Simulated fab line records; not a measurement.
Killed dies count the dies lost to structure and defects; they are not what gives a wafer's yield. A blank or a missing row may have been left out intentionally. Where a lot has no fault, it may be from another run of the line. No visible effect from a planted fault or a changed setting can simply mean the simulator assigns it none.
fab line records    flow sky130    part 1 of 2: steps 1 to 26 of 32
[record] lots = 5  wafers = 15  lastDay = 50
route steps=708 shown CAPM@538 METAL3@555
lots with no fault: from the same line, run without faults
startH: hours from the record's first day to the start of the lot's first wafer shown    waitH: how many hours have passed since the lot's step before this one    " unchanged from the row above    L1.1+2: several wafers, shown together as one row    - no value present, or no start provided    * or withheld: withheld    < > ~ a bound
route shown NAME@n: a module of which the file shows steps, and the number in the route of the first    usual: mean/standard deviation taken from wafers without a fault    same: alike in all rows    chamber/n: place in a boat    sites: the reading at each site    _std_site: standard deviation of those values    _edge_site: mean of outer sites minus mean of inner sites    radiusMm: for every site, how far away it sits from the centre of the wafer    mask NAME#n: copy n    behind: tool/chamber where the wafer was last shaped    hold: what put the lot on hold/how long, in hours/how the hold closed    device: names the non-switching transistor (n, p or np)    end of line: the route-end tests of the same wafers    a step without rows: its recipe alone    killed: not the wafer's yield, but the dies lost to structure and defects at the first sort    map: shows each die of a wafer: x if killed, . if not, _ if none is there
set.NAME: the setting the step ran with; set.NAME@STEP: the setting that earlier step ran with    model.NAME: the simulator's own value behind a step, which no gauge read
lots at some steps of the route; a table a step, a row a wafer
services: when a tool's chamber went out of use (startH, in hours from the record's first day, below 0 if earlier), for how many hours, and the reason
[[steps]]
[step SKY_CAPM_THK_MEAS_01]
[recipe] reads = SiO2_of_CAPM_CVD_00
[usual] CAPM_CVD_00_THK = 15.46/0.22
lot.wafer  tool          chamber  startH  waitH  CAPM_CVD_00_THK[nm]
L074.1     filmMetro-04  -        850.83  -      15.15
L074.2     "             -        "       "      15.26
L074.3     "             -        "       "      15.12
L083.1     filmMetro-04  -        926.64  -      15.21
L083.2     "             -        "       "      15.38
L083.6     "             -        "       "      15.48
L087.1     filmMetro-02  -        952.01  -      15.32
L087.3     "             -        "       "      15.17
L087.6     "             -        "       "      15.53
L092.1     filmMetro-02  -        995.37  -      15.42
L092.2     "             -        "       "      15.55
L092.6     "             -        "       "      15.20
L094.1     filmMetro-02  -        997.57  -      15.52
L094.5     "             -        "       "      15.96
L094.6     "             -        "       "      15.63
[step SKY_CAPM_SPUTTER_02]
[recipe] material = TiN  targetThkNm = 200  tempC = 300  powerW = 6500  timeS = 166.7  chamberPressurePa = 0.4
[usual] throttleValvePct = 30.6/1.1
lot.wafer  tool           chamber  startH  waitH  throttleValvePct
L074.1     pvdSputter-01  -        850.89  0.1    29.7
L074.2     "              -        "       "      30.7
L074.3     "              -        "       "      29.2
L083.1     pvdSputter-03  -        926.70  0.1    29.9
L083.2     "              -        "       "      32.3
L083.6     "              -        "       "      32.1
L087.1     pvdSputter-02  -        952.07  0.1    28.9
L087.3     "              -        "       "      29.7
L087.6     "              -        "       "      29.1
L092.1     pvdSputter-01  -        995.43  0.1    29.2
L092.2     "              -        "       "      32.4
L092.6     "              -        "       "      29.9
L094.1     pvdSputter-03  -        997.63  0.1    32.0
L094.5     "              -        "       "      30.0
L094.6     "              -        "       "      31.9
[step SKY_CAPM_RS_MEAS_03]
[recipe] thkMeasGauge = four-point-probe  reads = TiN_of_CAPM_SPUTTER_02
[usual] CAPM_TIN_RS = 6.91/0.059
lot.wafer  tool          chamber  startH  waitH  CAPM_TIN_RS[ohm/sq]
L074.1     filmMetro-02  -        851.00  0.1    6.86
L074.2     "             -        "       "      6.84
L074.3     "             -        "       "      6.91
L083.1     filmMetro-02  -        926.81  0.1    6.80
L083.2     "             -        "       "      6.86
L083.6     "             -        "       "      6.86
L087.1     filmMetro-02  -        952.18  0.1    6.88
L087.3     "             -        "       "      6.81
L087.6     "             -        "       "      6.82
L092.1     filmMetro-03  -        995.54  0.1    7.01
L092.2     "             -        "       "      6.93
L092.6     "             -        "       "      6.91
L094.1     filmMetro-03  -        997.74  0.1    6.91
L094.5     "             -        "       "      6.90
L094.6     "             -        "       "      6.91
[step SKY_CAPM_THK_MEAS_04]
[recipe] thkMeasGauge = xrf  reads = TiN_of_CAPM_SPUTTER_02
[usual] CAPM_TIN_THK = 198.8/1.8
lot.wafer  tool          chamber  startH  waitH  CAPM_TIN_THK[nm]
L074.1     filmMetro-02  -        851.12  0.1    200.2
L074.2     "             -        "       "      202.1
L074.3     "             -        "       "      200.0
L083.1     filmMetro-02  -        926.93  0.1    202.7
L083.2     "             -        "       "      201.5
L083.6     "             -        "       "      201.3
L087.1     filmMetro-02  -        952.30  0.1    199.6
L087.3     "             -        "       "      201.6
L087.6     "             -        "       "      201.1
L092.1     filmMetro-03  -        995.66  0.1    196.2
L092.2     "             -        "       "      198.7
L092.6     "             -        "       "      198.7
L094.1     filmMetro-03  -        997.86  0.1    199.4
L094.5     "             -        "       "      198.0
L094.6     "             -        "       "      198.3
[step SKY_CAPM_DEHYDRATE_05]
[recipe] tempC = 200  timeS = 60
[usual] chillPlateTempC = 22.99/0.13
lot.wafer  tool           chamber  startH   waitH  chillPlateTempC
L074.1     lithoTrack-03  0        863.42   12.3   22.76
L074.2     "              0        "        "      22.63
L074.3     "              0        "        "      22.79
L083.1     lithoTrack-01  0        938.53   11.6   22.93
L083.2     "              0        "        "      23.06
L083.6     "              0        "        "      22.84
L087.1     lithoTrack-01  0        964.23   11.9   22.97
L087.3     "              0        "        "      22.86
L087.6     "              0        "        "      22.97
L092.1     lithoTrack-04  0        1006.15  10.5   23.03
L092.2     "              0        "        "      22.87
L092.6     "              0        "        "      22.84
L094.1     lithoTrack-04  0        1008.70  10.8   22.98
L094.5     "              0        "        "      22.81
L094.6     "              0        "        "      23.01
[step SKY_CAPM_HMDS_06]
[recipe] primeTimeS = 60  primeTempC = 120
[usual] chillPlateTempC = 23.03/0.11
lot.wafer  tool           chamber  startH   waitH  chillPlateTempC
L074.1     lithoTrack-03  0        863.57   0.1    22.93
L074.2     "              0        "        "      22.97
L074.3     "              0        "        "      23.04
L083.1     lithoTrack-01  0        938.68   0.1    22.90
L083.2     "              0        "        "      22.92
L083.6     "              0        "        "      23.06
L087.1     lithoTrack-01  0        964.38   0.1    23.03
L087.3     "              0        "        "      22.94
L087.6     "              0        "        "      23.11
L092.1     lithoTrack-04  0        1006.30  0.1    23.00
L092.2     "              0        "        "      23.07
L092.6     "              0        "        "      23.08
L094.1     lithoTrack-04  0        1008.85  0.1    22.96
L094.5     "              0        "        "      23.14
L094.6     "              0        "        "      23.23
[step SKY_CAPM_COAT_07]
[recipe] resist = NOVOLAK  spinRpm = 3000  resistThkNm = 1140
[usual] chillPlateTempC = 23.00/0.12
lot.wafer  tool           chamber  startH   waitH  chillPlateTempC
L074.1     lithoTrack-03  0        863.72   0.1    23.19
L074.2     "              0        "        "      22.98
L074.3     "              0        "        "      23.12
L083.1     lithoTrack-01  0        938.83   0.1    22.62
L083.2     "              0        "        "      22.82
L083.6     "              0        "        "      22.76
L087.1     lithoTrack-01  0        964.53   0.1    23.21
L087.3     "              0        "        "      23.22
L087.6     "              0        "        "      23.12
L092.1     lithoTrack-04  0        1006.45  0.1    23.03
L092.2     "              0        "        "      22.72
L092.6     "              0        "        "      23.11
L094.1     lithoTrack-04  0        1009.00  0.1    23.04
L094.5     "              0        "        "      22.91
L094.6     "              0        "        "      22.99
[step SKY_CAPM_SOFTBAKE_08]
[recipe] tempC = 90  timeS = 60  resist = NOVOLAK
[usual] chillPlateTempC = 23.01/0.094
lot.wafer  tool           chamber  startH   waitH  chillPlateTempC
L074.1     lithoTrack-03  0        863.87   0.1    23.03
L074.2     "              0        "        "      22.96
L074.3     "              0        "        "      23.18
L083.1     lithoTrack-01  0        938.98   0.1    23.05
L083.2     "              0        "        "      23.02
L083.6     "              0        "        "      23.04
L087.1     lithoTrack-01  0        964.68   0.1    22.97
L087.3     "              0        "        "      23.14
L087.6     "              0        "        "      22.88
L092.1     lithoTrack-04  0        1006.60  0.1    22.96
L092.2     "              0        "        "      22.96
L092.6     "              0        "        "      23.02
L094.1     lithoTrack-04  0        1009.15  0.1    22.97
L094.5     "              0        "        "      23.02
L094.6     "              0        "        "      23.12
[step SKY_CAPM_EXPOSE_09]
[recipe] maskId = CAPM  na = 0.6  sourceShape = conventional  sigmaOuter = 0.6  polarization = unpolarized  targetCdNm = 1000  doseMj = 159
[usual] focusOffsetNm = 0.1/0.52  stageVelMmS = 499.97/0.24
lot.wafer  tool             chamber  startH  waitH  mask    focusOffsetNm  stageVelMmS
L074.1     ilineStepper-01  0        -       -      CAPM#0  -0.3           500.19
L074.2     "                0        "       "      CAPM#0  0.0            500.32
L074.3     "                0        "       "      CAPM#0  0.1            500.09
L083.1     ilineStepper-01  0        -       -      CAPM#0  0.8            500.13
L083.2     "                0        "       "      CAPM#0  0.6            499.88
L083.6     "                0        "       "      CAPM#0  1.1            499.57
L087.1     ilineStepper-01  0        -       -      CAPM#0  0.7            499.93
L087.3     "                0        "       "      CAPM#0  0.2            500.06
L087.6     "                0        "       "      CAPM#0  -0.1           499.80
L092.1     ilineStepper-02  0        -       -      CAPM#0  -0.3           499.86
L092.2     "                0        "       "      CAPM#0  0.1            499.88
L092.6     "                0        "       "      CAPM#0  -0.2           499.83
L094.1     ilineStepper-01  0        -       -      CAPM#0  0.2            499.85
L094.5     "                0        "       "      CAPM#0  -0.5           499.97
L094.6     "                0        "       "      CAPM#0  -0.3           499.96
[step SKY_CAPM_PEB_10]
[recipe] tempC = withheld  timeS = *  resist = NOVOLAK
[usual] chillPlateTempC = *
lot.wafer  tool           chamber  startH  waitH  chillPlateTempC
L074.1     lithoTrack-04  0        -       -      *
L074.2     "              0        "       "      *
L074.3     "              0        "       "      *
L083.1     lithoTrack-04  0        -       -      *
L083.2     "              0        "       "      *
L083.6     "              0        "       "      *
L087.1     lithoTrack-03  0        -       -      *
L087.3     "              0        "       "      *
L087.6     "              0        "       "      *
L092.1     lithoTrack-03  0        -       -      *
L092.2     "              0        "       "      *
L092.6     "              0        "       "      *
L094.1     lithoTrack-03  0        -       -      *
L094.5     "              0        "       "      *
L094.6     "              0        "       "      *
[step SKY_CAPM_DEVELOP_11]
[recipe] resist = NOVOLAK  developer = TMAH  developTimeS = 60  devTempC = 23
[usual] chillPlateTempC = 23.02/0.1
lot.wafer  tool           chamber  startH   waitH  chillPlateTempC
L074.1     lithoTrack-04  0        876.95   0.1    23.01
L074.2     "              0        "        "      23.06
L074.3     "              0        "        "      22.96
L083.1     lithoTrack-04  0        950.85   0.1    23.21
L083.2     "              0        "        "      22.92
L083.6     "              0        "        "      23.10
L087.1     lithoTrack-03  0        976.27   0.1    23.01
L087.3     "              0        "        "      23.04
L087.6     "              0        "        "      23.09
L092.1     lithoTrack-03  0        1018.22  0.1    22.99
L092.2     "              0        "        "      23.06
L092.6     "              0        "        "      23.07
L094.1     lithoTrack-03  0        1020.77  0.1    23.20
L094.5     "              0        "        "      23.13
L094.6     "              0        "        "      23.17
[step SKY_CAPM_OVL_MEAS_12]
[usual] CAPM_OVL = 0.9/1.3
lot.wafer  tool        chamber  startH   waitH  CAPM_OVL[nm]
L074.1     overlay-02  -        877.10   0.1    1.1
L074.2     "           -        "        "      1.1
L074.3     "           -        "        "      0.4
L083.1     overlay-02  -        951.00   0.1    2.5
L083.2     "           -        "        "      0.1
L083.6     "           -        "        "      2.3
L087.1     overlay-01  -        976.42   0.1    1.7
L087.3     "           -        "        "      1.6
L087.6     "           -        "        "      1.5
L092.1     overlay-01  -        1018.37  0.1    2.5
L092.2     "           -        "        "      1.5
L092.6     "           -        "        "      0.0
L094.1     overlay-02  -        1020.92  0.1    1.3
L094.5     "           -        "        "      -0.3
L094.6     "           -        "        "      0.4
[step SKY_CAPM_METAL_ETCH_13]
[recipe] targetDepthNm = 220  stopOn = SiO2  chemistry = Cl2/BCl3  target = TiN  pressureMtorr = 10  icpW = 900  biasW = 48.5  Cl2_flow_sccm = 60  bcl3FlowSccm = 30  timeS = 62.9
[usual] drypumpMotorCurrentA = 5.6/0.32  oesProductAu = 0.941/0.0069  rfFwdPowerW = 892/3.2  throttleValvePct = 21.902/0.01
lot.wafer  tool         chamber  startH   waitH  drypumpMotorCurrentA  oesProductAu  rfFwdPowerW  rfHoursCounterH  throttleValvePct
L074.1     rieMetal-04  1        877.14   0.0    5.6                   0.947         889          9                21.903
L074.2     "            0        "        "      5.6                   0.945         893          10               21.912
L074.3     "            1        "        "      5.6                   0.942         896          -                21.903
L083.1     rieMetal-04  1        951.04   0.0    5.6                   0.945         887          14               21.893
L083.2     "            0        "        "      5.6                   0.950         891          12               21.906
L083.6     "            0        "        "      5.6                   0.949         894          -                21.903
L087.1     rieMetal-01  1        976.46   0.0    5.9                   0.947         895          18               21.893
L087.3     "            1        "        "      5.9                   0.953         891          -                21.904
L087.6     "            1        "        "      5.9                   0.952         893          -                21.901
L092.1     rieMetal-02  0        1018.41  0.0    5.0                   0.933         890          11               21.905
L092.2     "            1        "        "      6.0                   0.944         891          14               21.907
L092.6     "            1        "        "      6.0                   0.942         892          -                21.897
L094.1     rieMetal-04  1        1020.96  0.0    5.6                   0.945         893          17               21.909
L094.5     "            0        "        "      5.6                   0.939         894          -                21.906
L094.6     "            1        "        "      5.6                   0.942         897          -                21.893
[step SKY_CAPM_STRIP_14]
[recipe] chemistry = O2/N2  powerW = 1400  pressureMtorr = 1500  platenTempC = withheld  o2FlowSccm = 3000  n2FlowSccm = 300  overashFraction = 0.5
[usual] drypumpMotorCurrentA = 5.56/0.12  n2FlowSccm = 300.0/0.9  oesProductAu = 0.710/0.0047  stripTimeToEndpointS = 12.63/0.052
lot.wafer  tool            chamber  startH   waitH  drypumpMotorCurrentA  n2FlowSccm  oesProductAu  rfHoursCounterH  stripTimeToEndpointS
L074.1     plasmaAsher-03  1        877.22   0.1    5.58                  299.9       0.707         42               12.66
L074.2     "               0        "        "      5.53                  299.5       0.702         42               12.61
L074.3     "               1        "        "      5.57                  300.8       0.707         -                12.62
L083.1     plasmaAsher-04  1        951.12   0.1    5.33                  299.5       0.706         85               12.70
L083.2     "               0        "        "      5.83                  299.9       0.711         85               12.68
L083.6     "               0        "        "      5.84                  299.3       0.712         -                12.71
L087.1     plasmaAsher-03  0        976.61   0.1    5.53                  298.9       0.709         52               12.55
L087.3     "               1        "        "      5.57                  299.6       0.709         -                12.53
L087.6     "               0        "        "      5.55                  298.3       0.709         -                12.55
L092.1     plasmaAsher-03  0        1018.48  0.1    5.56                  299.8       0.711         58               12.65
L092.2     "               1        "        "      5.58                  299.2       0.711         58               12.65
L092.6     "               0        "        "      5.55                  299.9       0.716         -                12.60
L094.1     plasmaAsher-03  1        1021.03  0.1    5.57                  300.1       0.711         59               12.60
L094.5     "               1        "        "      5.57                  300.7       0.701         -                12.55
L094.6     "               0        "        "      5.56                  298.2       0.712         -                12.61
[step SKY_CAPM_STRIP_15]
[recipe] chemistry = postEtchResidueRemover  timeS = 1200  tempC = 72.5
lot.wafer   tool         chamber  startH   waitH
L074.1+2+3  wetBench-02  0        877.32   0.1
L083.1+2+6  wetBench-01  0        951.24   0.1
L087.1+3+6  wetBench-02  2        976.71   0.1
L092.1+2+6  wetBench-02  1        1018.58  0.1
L094.1+5+6  wetBench-02  3        1021.13  0.1
[step SKY_CAPM_CLEAN_16]
[recipe] chemistry = IPA  timeS = 180  tempC = 25
lot.wafer   tool         chamber  startH   waitH
L074.1+2+3  wetBench-04  3        877.66   0.0
L083.1+2+6  wetBench-04  0        951.59   0.0
L087.1+3+6  wetBench-01  0        977.05   0.0
L092.1+2+6  wetBench-04  2        1018.93  0.0
L094.1+5+6  wetBench-02  1        1021.48  0.0
[step SKY_CAPM_CLEAN_17]
[recipe] chemistry = O3/DIW  dry = n2Spin
lot.wafer   tool         chamber  startH   waitH
L074.1+2+3  wetBench-02  0        877.72   0.0
L083.1+2+6  wetBench-02  0        951.64   0.0
L087.1+3+6  wetBench-02  0        977.11   0.0
L092.1+2+6  wetBench-01  2        1018.99  0.0
L094.1+5+6  wetBench-01  0        1021.53  0.0
[step SKY_METAL3_DEHYDRATE_05]
[recipe] tempC = 200  timeS = 60
[usual] chillPlateTempC = 23.01/0.096
lot.wafer  tool           chamber  startH   waitH  chillPlateTempC
L074.1     lithoTrack-04  0        889.85   12.0   22.95
L074.2     "              0        "        "      23.12
L074.3     "              0        "        "      22.92
L083.1     lithoTrack-03  0        962.67   10.9   23.09
L083.2     "              0        "        "      23.07
L083.6     "              0        "        "      23.02
L087.1     lithoTrack-04  0        988.70   11.5   23.00
L087.3     "              0        "        "      23.03
L087.6     "              0        "        "      22.91
L092.1     lithoTrack-03  0        1029.77  10.7   23.00
L092.2     "              0        "        "      23.03
L092.6     "              0        "        "      22.84
L094.1     lithoTrack-02  0        1032.42  10.8   22.90
L094.5     "              0        "        "      22.85
L094.6     "              0        "        "      23.03
[step SKY_METAL3_HMDS_06]
[recipe] primeTimeS = 60  primeTempC = 120
[usual] chillPlateTempC = 22.99/0.11
lot.wafer  tool           chamber  startH   waitH  chillPlateTempC
L074.1     lithoTrack-04  0        890.00   0.1    23.11
L074.2     "              0        "        "      23.03
L074.3     "              0        "        "      23.15
L083.1     lithoTrack-03  0        962.82   0.1    23.09
L083.2     "              0        "        "      23.13
L083.6     "              0        "        "      23.13
L087.1     lithoTrack-04  0        988.85   0.1    22.89
L087.3     "              0        "        "      22.97
L087.6     "              0        "        "      22.87
L092.1     lithoTrack-03  0        1029.92  0.1    23.10
L092.2     "              0        "        "      22.97
L092.6     "              0        "        "      23.01
L094.1     lithoTrack-02  0        1032.57  0.1    23.03
L094.5     "              0        "        "      23.07
L094.6     "              0        "        "      23.06
[step SKY_METAL3_COAT_07]
[recipe] resist = BARC  tempC = withheld  timeS = withheld  spinRpm = 3000  resistThkNm = 60
[usual] chillPlateTempC = *
lot.wafer  tool           chamber  startH   waitH  chillPlateTempC
L074.1     lithoTrack-04  0        890.15   0.1    *
L074.2     "              0        "        "      *
L074.3     "              0        "        "      *
L083.1     lithoTrack-03  0        962.97   0.1    *
L083.2     "              0        "        "      *
L083.6     "              0        "        "      *
L087.1     lithoTrack-04  0        989.00   0.1    *
L087.3     "              0        "        "      *
L087.6     "              0        "        "      *
L092.1     lithoTrack-03  0        1030.07  0.1    *
L092.2     "              0        "        "      *
L092.6     "              0        "        "      *
L094.1     lithoTrack-02  0        1032.72  0.1    *
L094.5     "              0        "        "      *
L094.6     "              0        "        "      *
[step SKY_METAL3_COAT_08]
[recipe] resist = KrF-thick  spinRpm = 3000  resistThkNm = 1140
[usual] chillPlateTempC = 23.01/0.1
lot.wafer  tool           chamber  startH  waitH  chillPlateTempC
L074.1     lithoTrack-04  0        -       -      22.94
L074.2     "              0        "       "      22.97
L074.3     "              0        "       "      22.95
L083.1     lithoTrack-03  0        -       -      23.00
L083.2     "              0        "       "      23.09
L083.6     "              0        "       "      22.86
L087.1     lithoTrack-04  0        -       -      22.97
L087.3     "              0        "       "      23.02
L087.6     "              0        "       "      22.89
L092.1     lithoTrack-03  0        -       -      23.06
L092.2     "              0        "       "      23.06
L092.6     "              0        "       "      23.05
L094.1     lithoTrack-02  0        -       -      23.00
L094.5     "              0        "       "      23.06
L094.6     "              0        "       "      23.22
[step SKY_METAL3_SOFTBAKE_09]
[recipe] tempC = 100  timeS = 90  resist = KrF-thick
[usual] chillPlateTempC = 23.00/0.11
lot.wafer  tool           chamber  startH  waitH  chillPlateTempC
L074.1     lithoTrack-04  0        -       -      22.93
L074.2     "              0        "       "      22.98
L074.3     "              0        "       "      23.03
L083.1     lithoTrack-03  0        -       -      23.20
L083.2     "              0        "       "      23.09
L083.6     "              0        "       "      23.08
L087.1     lithoTrack-04  0        -       -      22.77
L087.3     "              0        "       "      22.71
L087.6     "              0        "       "      22.83
L092.1     lithoTrack-03  0        -       -      23.12
L092.2     "              0        "       "      23.14
L092.6     "              0        "       "      23.14
L094.1     lithoTrack-02  0        -       -      22.92
L094.5     "              0        "       "      22.93
L094.6     "              0        "       "      22.80
[step SKY_METAL3_EXPOSE_10]
[recipe] maskId = MM3  na = 0.68  sourceShape = annular  sigmaInner = 0.4  sigmaOuter = 0.8  targetCdNm = 300  doseMj = 28
[usual] focusOffsetNm = 0.0/0.54  stageVelMmS = 499.98/0.21
lot.wafer  tool           chamber  startH  waitH  mask   focusOffsetNm  stageVelMmS
L074.1     krfScanner-02  0        -       -      MM3#0  -0.2           499.98
L074.2     "              0        "       "      MM3#0  -0.2           499.77
L074.3     "              0        "       "      MM3#0  -0.5           499.89
L083.1     krfScanner-02  0        -       -      MM3#0  0.4            499.99
L083.2     "              0        "       "      MM3#0  0.8            499.75
L083.6     "              0        "       "      MM3#0  -0.7           499.95
L087.1     krfScanner-02  0        -       -      MM3#0  0.6            500.16
L087.3     "              0        "       "      MM3#0  0.1            499.83
L087.6     "              0        "       "      MM3#0  0.4            499.91
L092.1     krfScanner-02  0        -       -      MM3#0  0.0            499.96
L092.2     "              0        "       "      MM3#0  0.5            499.69
L092.6     "              0        "       "      MM3#0  -0.3           499.80
L094.1     krfScanner-02  0        -       -      MM3#0  0.3            500.11
L094.5     "              0        "       "      MM3#0  0.7            500.07
L094.6     "              0        "       "      MM3#0  -0.2           499.86
[step SKY_METAL3_PEB_11]
[recipe] pebTempC = withheld  pebTimeS = withheld  resist = KrF-thick
[usual] chillPlateTempC = *
lot.wafer  tool           chamber  startH  waitH  chillPlateTempC
L074.1     lithoTrack-03  0        -       -      *
L074.2     "              0        "       "      *
L074.3     "              0        "       "      *
L083.1     lithoTrack-02  0        -       -      *
L083.2     "              0        "       "      *
L083.6     "              0        "       "      *
L087.1     lithoTrack-04  0        -       -      *
L087.3     "              0        "       "      *
L087.6     "              0        "       "      *
L092.1     lithoTrack-02  0        -       -      *
L092.2     "              0        "       "      *
L092.6     "              0        "       "      *
L094.1     lithoTrack-04  0        -       -      *
L094.5     "              0        "       "      *
L094.6     "              0        "       "      *
[step SKY_METAL3_DEVELOP_12]
[recipe] developTimeS = 60  resist = KrF-thick  devTempC = 21
[usual] chillPlateTempC = 23.00/0.11
lot.wafer  tool           chamber  startH  waitH  chillPlateTempC
L074.1     lithoTrack-03  0        -       -      22.91
L074.2     "              0        "       "      23.11
L074.3     "              0        "       "      22.96
L083.1     lithoTrack-02  0        -       -      23.00
L083.2     "              0        "       "      23.04
L083.6     "              0        "       "      22.97
L087.1     lithoTrack-04  0        -       -      22.96
L087.3     "              0        "       "      23.03
L087.6     "              0        "       "      23.11
L092.1     lithoTrack-02  0        -       -      23.10
L092.2     "              0        "       "      22.97
L092.6     "              0        "       "      22.91
L094.1     lithoTrack-04  0        -       -      23.11
L094.5     "              0        "       "      22.97
L094.6     "              0        "       "      23.04
[step SKY_METAL3_CD_MEAS_13]
[recipe] targetCdNm = 300
[usual] cdNm = 299.9/1.2
lot.wafer  tool      chamber  startH   waitH  cdNm
L074.1     cdSem-01  -        903.02   -      300.0
L074.2     "         -        "        "      298.5
L074.3     "         -        "        "      299.7
L083.1     cdSem-01  -        975.37   -      301.1
L083.2     "         -        "        "      300.0
L083.6     "         -        "        "      300.3
L087.1     cdSem-01  -        1001.15  -      301.1
L087.3     "         -        "        "      300.4
L087.6     "         -        "        "      301.2
L092.1     cdSem-01  -        1042.12  -      298.1
L092.2     "         -        "        "      298.0
L092.6     "         -        "        "      298.0
L094.1     cdSem-01  -        1044.30  -      299.7
L094.5     "         -        "        "      298.4
L094.6     "         -        "        "      298.8
